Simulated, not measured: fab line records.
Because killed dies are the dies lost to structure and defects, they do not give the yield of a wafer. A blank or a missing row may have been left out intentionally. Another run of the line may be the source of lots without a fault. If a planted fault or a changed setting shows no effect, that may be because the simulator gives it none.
What tool caused it? :: flow sky130 :: route of 708 steps, sampled at 1 step: 12 lots, 36 wafers

## WHAT EACH GAUGE READ, for each wafer
SKY_VIA3_BOW_MEAS_03.
lot: L555
measured: day 38 22:47
on: film metro-01
VIA3_BOW (um): 76 90 65

lot: L556
measured: day 39 13:07
on: film metro-04
VIA3_BOW (um): 81 81 69

lot: L557
measured: day 39 18:23
on: film metro-03
VIA3_BOW (um): 87 86 83

lot: L560
measured: day 40 09:11
on: film metro-01
VIA3_BOW (um): 77 69 73

lot: L562
measured: day 40 23:37
on: film metro-04
VIA3_BOW (um): 78 72 81

lot: L564
measured: day 41 23:17
on: film metro-01
VIA3_BOW (um): 84 76 79

lot: L566
measured: day 42 07:11
on: film metro-03
VIA3_BOW (um): 92 85 99

lot: L571
measured: day 43 20:22
on: film metro-01
VIA3_BOW (um): 80 76 70

lot: L572
measured: day 44 01:25
on: film metro-01
VIA3_BOW (um): 80 64 67

lot: L575
measured: day 44 16:36
on: film metro-03
VIA3_BOW (um): 72 84 77

lot: L576
measured: day 44 20:23
on: film metro-03
VIA3_BOW (um): 74 74 86

lot: L577
measured: day 45 15:36
on: film metro-03
VIA3_BOW (um): 74 64 69

## TOOL THAT RAN EACH LOT (tool first, then ch and the chambers of the sampled wafers, then the start)
There is no process step in the record ahead of these readings.

## AS READ BY THE TOOLS THEMSELVES (means over the sampled wafers that have a number; for cases with no such wafer, the mark the record gives instead)
The record holds no such reading with a usual standard deviation.

## THE ANSWER, worked out from the rows above alone
Rule: the usual values come from the lots themselves. Put in order of their means at a reading, lots are off if they are a third of the lots or fewer, leave a main group of 4 or more, and stand apart from it by a gap of 3 or more times the standard deviation of the main group's means; of several such gaps the widest counts. If all means in a main group match to the digits the tables above print for the reading, that group is not used. Also off: a lot with no number at a reading for which 4 or more lots have one. Where the step has rows for the other lots, those lots are counted as sound. First the gauges in route order, then the tools' own readings, where a lot's mean is used as printed above. At the first step where some lot is off, the reading lying furthest off is the one used; lots without a number count as furthest.
No lot is off on any of the readings shown, so nothing can be concluded from this.

## WHAT THE SIMULATOR HAD PUT IN
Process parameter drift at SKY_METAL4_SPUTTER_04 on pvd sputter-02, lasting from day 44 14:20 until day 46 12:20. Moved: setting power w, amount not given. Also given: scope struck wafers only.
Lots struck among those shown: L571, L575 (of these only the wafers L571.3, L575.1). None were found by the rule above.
